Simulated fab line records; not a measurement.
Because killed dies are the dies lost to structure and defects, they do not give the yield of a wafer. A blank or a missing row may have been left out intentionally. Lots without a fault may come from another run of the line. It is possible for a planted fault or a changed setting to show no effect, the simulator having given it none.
Lot-split experiment ; flow sky130 ; 23 wafers read from 5 lots, route of 708 steps

== ON THE SPLIT ==
At SKY_PASSIVATION_COAT_06 (resist thk 3000 nm), the setting spin_rpm was moved away from the recipe's 2000 rpm on 5 of the 23 wafers read, by -6.2% to +2.0%. All remaining wafers had this setting at the recipe value.

The split's own step is where the reading is taken.

== THE READING ==
coat_of_PASSIVATION_COAT_06.thk_nm (the simulator's own value, which no gauge read), in nm, at SKY_PASSIVATION_COAT_06 (resist thk 3000 nm). The file does not state a usual value for it. Across the 18 wafers here that went through the recipe, the average is 2998 nm and the standard deviation 5.5 nm.

wafer;tool, chamber at the split;spin_rpm as run, rpm;against the recipe;coat_of_PASSIVATION_COAT_06.thk_nm, nm;against lot-mates on the recipe
L074.1;litho_track-02, 0;2000;recipe;2996;-
L074.6;litho_track-02, 0;2000;recipe;2996;-
L074.2;litho_track-02, 0;2000;recipe;2987;-
L074.4;litho_track-02, 0;2000;recipe;3007;-
L074.5;litho_track-02, 0;2000;recipe;2994;-
L078.1;litho_track-04, 0;2000;recipe;2999;-
L078.2;litho_track-04, 0;1877;-6.2%;3110;+110
L078.3;litho_track-04, 0;2000;recipe;3000;-
L078.5;litho_track-04, 0;1877;-6.2%;3097;+98
L078.6;litho_track-04, 0;1877;-6.2%;3095;+96
L080.1;litho_track-01, 0;2000;recipe;2996;-
L080.3;litho_track-01, 0;2000;recipe;2996;-
L080.6;litho_track-01, 0;2000;recipe;3002;-
L082.1;litho_track-04, 0;2000;recipe;3010;-
L082.3;litho_track-04, 0;2000;recipe;2999;-
L082.6;litho_track-04, 0;2000;recipe;2999;-
L082.4;litho_track-04, 0;2000;recipe;3001;-
L082.5;litho_track-04, 0;2000;recipe;2991;-
L085.1;litho_track-01, 0;2041;+2.0%;2969;-28
L085.2;litho_track-01, 0;2000;recipe;3001;-
L085.4;litho_track-01, 0;2000;recipe;3001;-
L085.5;litho_track-01, 0;2041;+2.0%;2976;-21
L085.6;litho_track-01, 0;2000;recipe;2990;-

THE FIT
A straight line over all 23 wafers: coat_of_PASSIVATION_COAT_06.thk_nm changes by -16.3 nm for each +1% of spin_rpm; r = -0.99; the points scatter about the line by 6.2 nm.
The same after taking each lot's own level away (the mean of its wafers on the recipe; 23 wafers): -16 nm for each +1%; r = -0.99; scatter 6.1 nm.
According to that fit, moving spin_rpm by its largest amount changes the reading by 99 nm.
Measured against the standard deviation above, the lots' own levels, which go from 2996.0 to 3000.0 nm, span 0.7 times it.
The two slopes agree, so the slope changes little with the lot-to-lot level.
Check: +94.6 nm against its lot-mates is what the line predicts for one of the wafers moved furthest among these (-6.2%) when that wafer is left out of the fit. It came out at +110 nm against them.

== OTHER SPLITS ON THESE WAFERS ==
Before the reading, these wafers also passed through other splits. Each is held against what the fit with the lots' levels taken away leaves over:
other split on the same wafers;wafers away from the commonest value;r with coat_of_PASSIVATION_COAT_06.thk_nm (lot level and that fit taken away)
SKY_METAL5_STRIP_16 power_w;8;+0.04

== THE WHOLE CHAIN: every reading that the file lists as answering this split, in the file's order ==
step;what it does;reading;change (the file's fit);r (the file's)
SKY_PASSIVATION_COAT_06;resist thk 3000 nm;coat_of_PASSIVATION_COAT_06.thk_nm (the simulator's own value, which no gauge read);-16 nm for each +1% of the setting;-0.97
SKY_PASSIVATION_STRIP_12;strips in O2/N2;strip_time_to_endpoint_s;withheld for each +1% of the setting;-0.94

== FILE'S OWN FIT ==
coat_of_PASSIVATION_COAT_06.thk_nm changes by -16 nm for each +1% of spin_rpm, r = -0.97.
